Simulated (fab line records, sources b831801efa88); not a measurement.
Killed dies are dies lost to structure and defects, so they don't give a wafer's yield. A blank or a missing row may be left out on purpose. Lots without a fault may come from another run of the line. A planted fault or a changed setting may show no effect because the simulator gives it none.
A struck lot beside a sound one | flow sky130 | 15 steps out of a route of 708
Sound: wafers L125.4, L125.5, L125.6. Struck: wafer L139.5. (L139.1, L139.4 of the same lot were not struck and are left out.) The cause comes at the end.
At each step with rows: each side's tool, then ch and its chambers, then its first start. Under that, the readings that differ: sound wafers | struck wafers | difference of the means | sigmas: that difference in standard deviations of wafers without a fault.
alike: readings whose means differ by less than 2 such deviations, and words and numbers that are the same on both sides. not compared: withheld readings, readings that some wafer has no value for, bounds like >300 that may hide the same value, and numbers for which the record gives no deviation and whose values overlap.
The two part at a step that has a row with sigmas, a row that says differs or no value, or rows on one side only. Numbers that don't overlap but have no deviation are shown without sigmas and don't part them. A reading that every wafer of one side lacks parts them only if that side has two wafers or more.

SKY_LI_CONTACT_SPUTTER_20: material TiN, target thk 20 nm, time 80 s.
  sound on pvd_sputter-01, day 31 15:43; struck on pvd_sputter-02, day 36 04:23
  reading                | sound          | struck | difference | sigmas
  throttle_valve_pct (%) | 28.4 30.2 27.9 | 33.0   | +4.2       | +3
SKY_LI_CONTACT_CVD_21: deposits W, target thk 400 nm, time 120.56 s.
  sound on cvd_w-01 ch 0,1, day 31 15:49; struck on cvd_w-02 ch 0, day 36 04:28
  alike: chamber_pressure_Torr, heater_power_w
SKY_LI_CONTACT_RS_MEAS_22: measures by four-point-probe.
  sound on film_metro-01, day 31 15:58; struck on film_metro-02, day 36 04:35
  alike: LI_CONTACT_W_RS
SKY_LI_CONTACT_THK_MEAS_23: measures by xrf.
  sound on film_metro-01, day 31 16:04; struck on film_metro-02, day 36 04:42
  alike: LI_CONTACT_W_THK
SKY_LI_CONTACT_CMP_24: polishes, stops on PSG, t overpolish 20 s, target thk 0 nm.
  sound on cmp-01 ch 0,1,3, day 31 16:14; struck on cmp-02 ch 1, day 36 04:46
  reading             | sound         | struck | difference | sigmas
  motor_current_A (A) | 10.1 10.3 9.4 | 12.6   | +2.7       | +2
  alike: overpolish_run_s, time_to_endpoint_s
SKY_LOCAL_INTERCONNECT_SPUTTER_00: material TiN, target thk 100 nm, time 83.3 s.
  sound on pvd_sputter-01, day 31 16:23; struck on pvd_sputter-01, day 36 05:04
  alike: throttle_valve_pct
SKY_LOCAL_INTERCONNECT_RS_MEAS_01: measures by four-point-probe.
  sound on film_metro-04, day 31 16:31; struck on film_metro-01, day 36 05:07
  alike: LOCAL_INTERCONNECT_TIN_RS
SKY_LOCAL_INTERCONNECT_THK_MEAS_02: measures by xrf.
  sound on film_metro-04, day 31 16:36; struck on film_metro-01, day 36 05:14
  reading                         | sound             | struck | difference | sigmas
  LOCAL_INTERCONNECT_TIN_THK (nm) | 101.4 101.4 101.2 | 103.2  | +1.9       | +2
then, 4 steps without rows for these wafers: SKY_LOCAL_INTERCONNECT_DEHYDRATE_03 (time 60 s); SKY_LOCAL_INTERCONNECT_HMDS_04 (prime time 60 s); SKY_LOCAL_INTERCONNECT_COAT_05 (resist thk 60 nm); SKY_LOCAL_INTERCONNECT_COAT_06 (resist thk 450 nm).
SKY_LOCAL_INTERCONNECT_SOFTBAKE_07: time 90 s.
  sound on litho_track-01 ch 0, day 32 06:00; struck on litho_track-01 ch 0, day 36 18:00
  reading          | sound                | struck | difference | sigmas
  run_length_s (s) | 119.21 119.22 119.25 | 145.85 | +26.62     | +99 or more
then, 1 step without rows for these wafers: SKY_LOCAL_INTERCONNECT_EXPOSE_08 (exposes mask LI1M, target cd 170 nm).
-- the record jumps here: 14 days lie between the struck wafers' starts before and after (it left off in module LOCAL_INTERCONNECT and takes up again in module PAD_OPEN, whose first step shown is number 708 of the route) --
SKY_PAD_OPEN_PROBE_99:
  sound on prober-01, day 48 01:02; struck on prober-02, day 51 05:05
  reading             | sound    | struck | difference | sigmas
  killed_at_front_end | 25 18 20 | 9      | -12        | -3
  alike: killed_at_M0_to_M3, killed_at_M4_up, killed_at_contacts, killed_at_other, killed_dies, killed_open, killed_short

WHERE THEY PART
First at SKY_LI_CONTACT_SPUTTER_20; last, within this record, at SKY_PAD_OPEN_PROBE_99.

WHY: what the simulator had put in
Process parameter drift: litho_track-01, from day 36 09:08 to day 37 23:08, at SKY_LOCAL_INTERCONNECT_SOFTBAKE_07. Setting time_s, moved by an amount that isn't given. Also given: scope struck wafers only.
